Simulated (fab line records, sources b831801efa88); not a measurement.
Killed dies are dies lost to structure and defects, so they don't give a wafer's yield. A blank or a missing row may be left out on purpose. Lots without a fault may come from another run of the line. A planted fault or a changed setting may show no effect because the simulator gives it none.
Chamber matching | flow gf180mcu | GF_V2_CVD_02 on pecvd-03: 3 sister chambers
The step deposits SiO2 from TEOS, target thk 850 nm, time 94.851 s. 6 wafers are shown with their chamber, then 7 later ones without.

WAFERS WITH THEIR CHAMBER
wafer  | chamber | heater_power_w (W)
L957.2 | 1       | 657
L960.1 | 1       | 655
L960.3 | 2       | 582
L960.5 | 0       | 1024
L970.4 | 2       | 488
L970.5 | 0       | 1029

WAFERS WITHOUT THEIR CHAMBER
wafer  | heater_power_w (W)
L970.6 | 534
L973.1 | 513
L973.4 | 653
L973.5 | 557
L976.1 | 1021
L976.2 | 554
L976.5 | 647

WHICH CHAMBER EACH WENT THROUGH
wafer  | from the rows above | in truth
L970.6 | 2                   | 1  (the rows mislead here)
L973.1 | 2                   | 2
L973.4 | 1                   | 1
L973.5 | 2                   | 2
L976.1 | 0                   | 0
L976.2 | 2                   | 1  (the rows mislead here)
L976.5 | 1                   | 1
Placed correctly: 5 of 7. Can't be placed from these rows: 0. Placed wrongly: 2.
How it was worked out, from the rows above alone: a wafer's distance from a chamber is the root of the sum, over the readings, of the square of ((its reading less the chamber's mean) divided by the reading's scatter). The wafer belongs to the nearest chamber; if the next one is less than 2 further off, it can't be placed. A chamber's mean is the mean of its shown wafers. The scatter: the root of (the sum of the squares of (reading less its chamber's mean) over the shown wafers, divided by (wafers less chambers)).
